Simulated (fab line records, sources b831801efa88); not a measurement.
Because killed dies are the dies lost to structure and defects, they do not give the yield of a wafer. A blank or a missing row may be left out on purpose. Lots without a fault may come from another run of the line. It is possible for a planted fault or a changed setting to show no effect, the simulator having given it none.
Which tool is to blame?	flow gf180mcu	Sampling: 13 lots, 38 wafers, 6 of 602 route steps

WHAT EACH GAUGE READ, for each wafer
GF_STI_BOW_MEAS_00. Usual: INCOMING_BOW typically reads 0 um, with standard deviation 6.6.
lot	measured	on	INCOMING_BOW (um)	flag
L176	day 1 15:01	filmMetro-04	-7 -9 -5	
L177	day 1 20:02	filmMetro-01	-4 3 -11	
L179	day 2 06:00	filmMetro-02	10 11 -9	
L180	day 2 11:00	filmMetro-02	4 -3 -4	
L181	day 2 16:00	filmMetro-01	-6 5 0	
L184	day 3 07:00	filmMetro-01	12 5 7	
L185	day 3 12:01	filmMetro-02	-8 -1 -9	
L186	day 3 17:00	filmMetro-04	-2 4 0	
L187	day 3 22:00	filmMetro-01	12 7 1	
L192	day 4 23:00	filmMetro-01	-1 15 -5	
L193	day 5 04:01	filmMetro-04	-5 4 -4	
L197	day 6 00:05	filmMetro-04	0 -6	
L198	day 6 05:02	filmMetro-04	-2 8 -8	

GF_LVPWELL_TW_MEAS_11. Usual: LVPWELL_TW typically reads 555, with standard deviation 5.1.
lot	measured	on	LVPWELL_TW	flag
L176	day 4 03:31	filmMetro-03	549 549 549	
L177	day 4 08:25	filmMetro-02	564 563 567	
L179	day 4 20:55	filmMetro-03	553 553 548	
L180	day 5 01:13	filmMetro-03	553 551 550	
L181	day 5 08:09	filmMetro-03	553 553 549	
L184	day 6 01:18	filmMetro-03	555 550 553	
L185	day 6 07:22	filmMetro-03	551 547 550	
L186	day 6 10:40	filmMetro-03	507 506 508	OFF
L187	day 6 18:14	filmMetro-03	506 505 503	OFF
L192	day 7 20:41	filmMetro-02	565 563 561	
L193	day 8 03:49	filmMetro-01	556 557 555	
L197	day 8 23:56	filmMetro-01	558 557	
L198	day 9 05:59	filmMetro-03	555 553 554	

GF_VT_IMPLANT_OVL_MEAS_29. Usual: VT_IMPLANT_02_OVL typically reads -0.3 nm, with standard deviation 1.5.
lot	measured	on	VT_IMPLANT_02_OVL (nm)	flag
L176	day 7 03:32	overlay-02	-1.1 -1.8 0.4	
L177	day 7 10:59	overlay-01	-3.8 0.6 -1.2	
L179	day 8 02:23	overlay-02	0.3 -2.1 -3.3	
L180	day 8 05:46	overlay-02	0.1 -1.0 -0.6	
L181	day 8 12:52	overlay-01	0.8 0.0 0.9	
L184	day 9 09:23	overlay-01	-2.0 -1.3 -1.3	
L185	day 9 15:22	overlay-02	-0.7 0.9 0.6	
L186	day 9 22:20	overlay-01	1.3 1.4 1.3	
L187	day 10 04:46	overlay-02	1.5 0.2 0.9	
L192	day 11 12:34	overlay-02	0.8 0.6 1.0	
L193	day 11 20:49	overlay-01	-1.7 -2.0 -1.5	
L197	day 12 20:26	overlay-01	2.1 1.5	
L198	day 13 03:59	overlay-01	0.3 0.9 0.5	

GF_VT_IMPLANT_RS_MEAS_48: measurement is done with a four-point probe. Usual: LVPWELL_RS typically reads 1197 ohm/sq, with standard deviation 3.2.
lot	measured	on	LVPWELL_RS (ohm/sq)	flag
L176	day 7 20:20	filmMetro-02	1193 1193 1198	
L177	day 8 03:56	filmMetro-02	1198 1195 1195	
L179	day 8 19:01	filmMetro-03	1193 1194 1197	
L180	day 8 23:21	filmMetro-01	1205 1204 1203	
L181	day 9 06:48	filmMetro-03	1202 1201 1202	
L184	day 10 03:25	filmMetro-02	1194 1194 1196	
L185	day 10 10:02	filmMetro-03	1200 1202 1202	
L186	day 10 17:14	filmMetro-03	1436 1431 1433	OFF
L187	day 10 23:15	filmMetro-02	1434 1435 1428	OFF
L192	day 12 07:48	filmMetro-02	1197 1197 1197	
L193	day 12 16:55	filmMetro-02	1197 1198 1199	
L197	day 13 16:55	filmMetro-03	1189 1189	
L198	day 14 00:53	filmMetro-01	1196 1200 1196	

WHAT TOOL EACH LOT RAN ON (gives the tool, then ch and the chambers of the sampled wafers, and finally the start)
lot	GF_LVPWELL_IMPLANT_08	GF_MVSD_STRIP_10
L176	implanter-02 ch 0, day 4 03:07	plasmaAsher-01 ch 0,1, day 4 17:06
L177	implanter-02 ch 0, day 4 08:03	plasmaAsher-03 ch 0,1, day 4 22:02
L179	implanter-01 ch 0, day 4 20:31	plasmaAsher-01 ch 0,1, day 5 11:45
L180	implanter-02 ch 0, day 5 00:49	plasmaAsher-03 ch 0,1, day 5 15:18
L181	implanter-02 ch 0, day 5 07:45	plasmaAsher-03 ch 0,1, day 5 23:21
L184	implanter-01 ch 0, day 6 00:54	plasmaAsher-01 ch 0,1, day 6 16:39
L185	implanter-01 ch 0, day 6 06:59	plasmaAsher-01 ch 0,1, day 6 22:57
L186	implanter-02 ch 0, day 6 10:16	plasmaAsher-04 ch 0, day 7 02:30
L187	implanter-02 ch 0, day 6 17:50	plasmaAsher-04 ch 0,1, day 7 10:45
L192	implanter-03 ch 0, day 7 20:17	plasmaAsher-01 ch 0,1, day 8 12:54
L193	implanter-01 ch 0, day 8 03:25	plasmaAsher-04 ch 0,1, day 8 20:30
L197	implanter-03 ch 0, day 8 23:35	plasmaAsher-01 ch 0, day 9 17:08
L198	implanter-01 ch 0, day 9 05:37	plasmaAsher-01 ch 0,1, day 9 23:32
- GF_LVPWELL_IMPLANT_08
- GF_MVSD_STRIP_10: strips in O2/N2.

WHAT THE TOOLS THEMSELVES READ (means of the sampled wafers that have a number; where no wafer has one, the mark that the record gives instead)
GF_LVPWELL_IMPLANT_08. Usual: beamOnS 9.99 s, standard deviation 0.21; doseIonsCm2 1.4998e+13, standard deviation 1.6e+10; faradayCurrentUA 84.7, standard deviation 1.8.
lot	tool	beamOnS (s)	doseIonsCm2	faradayCurrentUA	flag
L176	implanter-02	10.16	1.4993e+13	83.3	
L177	implanter-02	9.73	1.4995e+13	86.7	
L179	implanter-01	10.03	1.5000e+13	84.2	
L180	implanter-02	10.11	1.5012e+13	83.7	
L181	implanter-02	10.06	1.4969e+13	84.2	
L184	implanter-01	9.88	1.4987e+13	85.5	
L185	implanter-01	9.90	1.5011e+13	85.3	
L186	implanter-02	10.23	1.0420e+13	57.4	OFF
L187	implanter-02	10.15	1.0437e+13	58.1	OFF
L192	implanter-03	10.02	1.4998e+13	84.3	
L193	implanter-01	9.92	1.5005e+13	85.3	
L197	implanter-03	9.97	1.5004e+13	85.0	
L198	implanter-01	10.13	1.5009e+13	83.5	

GF_MVSD_STRIP_10. Usual: drypumpMotorCurrentA 5.9 A, standard deviation 0.46; heaterPowerW 316 W, standard deviation 46; oesProductAu 0.722 a.u., standard deviation 0.0047; stripTimeToEndpointS 36.93 s, standard deviation 0.1.
lot	tool	drypumpMotorCurrentA (A)	heaterPowerW (W)	oesProductAu (a.u.)	stripTimeToEndpointS (s)	flag
L176	plasmaAsher-01	6.0	306	0.722	37.03	
L177	plasmaAsher-03	5.8	370	0.721	36.80	
L179	plasmaAsher-01	6.1	304	0.724	36.94	
L180	plasmaAsher-03	5.6	315	0.725	36.80	
L181	plasmaAsher-03	5.6	316	0.724	37.06	
L184	plasmaAsher-01	6.3	310	0.727	36.92	
L185	plasmaAsher-01	6.1	304	0.726	36.78	
L186	plasmaAsher-04	5.5	327	0.719	36.83	
L187	plasmaAsher-04	5.4	316	0.721	36.91	
L192	plasmaAsher-01	6.1	310	0.724	36.83	
L193	plasmaAsher-04	5.4	313	0.723	36.84	
L197	plasmaAsher-01	5.8	306	0.726	36.81	
L198	plasmaAsher-01	6.3	313	0.720	36.86	

THE ANSWER, worked out from the rows above alone
Rule: take the mean of a lot's wafers that have a number; if it is more than 3 standard deviations from the usual mean, the lot is off. A lot without any number at a reading at which 4 lots or more have one is off too. Where the step has rows for the other lots, those lots are counted as sound. Order of review: gauges by route order, followed by the tools' own readings, for which a lot's mean as printed above is used. The first step at which some lot is off is used, and at that step the reading that is off furthest; a lot without a number counts as furthest.
Off: L186, L187, at GF_LVPWELL_TW_MEAS_11 (LVPWELL_TW).
A tool fits if, at a process step before that reading, it ran every lot that is off, and no sound lot after the first of them. The gauges at GF_LVPWELL_TW_MEAS_11 aren't tried: what is off there is off at GF_LVPWELL_IMPLANT_08 too, on other tools, and a gauge's error can't cause that. One fits: GF_LVPWELL_IMPLANT_08 on implanter-02. A fault onset in the window from L181 (day 5 07:45, its last sound lot) to L186 (day 6 10:16, its first lot off) fits.
The tool's own readings at GF_LVPWELL_IMPLANT_08 bear it out: on the lots that are off they differ by more than 5 times the standard deviation of the sound lots' means. doseIonsCm2 reads 1.0428e+13 there against 1.4998e+13 on the sound lots; faradayCurrentUA reads 57.8 there against 84.6 on the sound lots.

WHAT HAD BEEN PUT IN BY THE SIMULATOR
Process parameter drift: implanter-02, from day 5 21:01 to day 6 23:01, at GF_LVPWELL_IMPLANT_08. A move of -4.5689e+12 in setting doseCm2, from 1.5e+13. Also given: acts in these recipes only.
Lots struck among those shown: L186, L187. The rule given above showed the same thing.
